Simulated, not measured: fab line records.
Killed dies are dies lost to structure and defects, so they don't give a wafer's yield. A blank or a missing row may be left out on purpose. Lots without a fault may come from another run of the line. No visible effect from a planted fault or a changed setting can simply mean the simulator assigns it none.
Chamber matching	flow gf180mcu	GF_POLY_GATE_ETCH_13 on rie si-02 has 4 sister chambers
The step etches poly-Si in HBr/Cl2, stops on SiO2, target depth 198.5 nm, time 69.6 s. 16 wafers are shown with their chamber, then 8 later ones without.

== WAFERS PAIRED WITH THEIR CHAMBERS ==
wafer	chamber	drypump motor current A (A)	oes product au (a.u.)	throttle valve pct (%)
L551.1	3	5.3	0.984	33.696
L551.2	0	6.5	0.992	33.685
L551.4	1	5.4	0.991	33.687
L552.1	2	6.2	0.981	33.685
L552.5	1	5.4	0.992	33.698
L552.6	2	6.2	0.984	33.683
L554.2	1	5.4	0.999	33.683
L554.3	2	6.2	0.987	33.695
L554.4	3	5.3	0.989	33.682
L557.1	1	5.4	0.979	33.691
L557.3	0	6.4	1.001	33.678
L557.4	2	6.2	0.986	33.675
L562.1	3	5.4	1.011	33.713
L562.2	0	6.5	1.008	33.675
L562.6	0	6.5	1.011	33.689
L564.1	2	6.2	0.984	33.682

SIGNATURES, as means of the wafers listed above
reading	chamber 0	chamber 1	chamber 2	chamber 3	scatter within a chamber
drypump motor current A	6.475	5.400	6.200	5.333	0.0344
oes product au	1.00300	0.99025	0.98440	0.99467	0.00844
throttle valve pct	33.68175	33.68975	33.68400	33.69700	0.00883
Rule: a wafer lies at a distance from a chamber equal to the root of the sum of squares, over the readings, of (its reading less the chamber's mean, divided by the reading's scatter). If the next closest chamber is less than 2 further off than the closest, the wafer can't be placed; otherwise it belongs to the closest. The scatter: take each reading less its chamber's mean, square it, sum over the shown wafers, divide by the number of wafers less the number of chambers, and take the root.

== WAFERS MISSING THEIR CHAMBER ==
wafer	drypump motor current A (A)	oes product au (a.u.)	throttle valve pct (%)
L564.4	5.4	0.990	33.691
L564.6	6.2	0.990	33.692
L566.2	6.2	0.988	33.682
L566.3	6.5	0.993	33.681
L566.4	5.4	0.999	33.689
L574.1	6.2	0.990	33.707
L574.2	5.3	0.995	33.674
L574.4	5.4	0.993	33.690

== WHICH CHAMBER EACH WENT THROUGH ==
wafer	from the rows above	in truth
L564.4	can't be placed: 1 or 3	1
L564.6	2	2
L566.2	2	2
L566.3	0	0
L566.4	can't be placed: 1 or 3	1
L574.1	2	2
L574.2	can't be placed: 3 or 1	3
L574.4	can't be placed: 1 or 3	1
Placed correctly: 4 of 8. Cannot be placed on the basis of these rows: 4; the candidates contain the true chamber in 4. Number placed wrongly: 0.
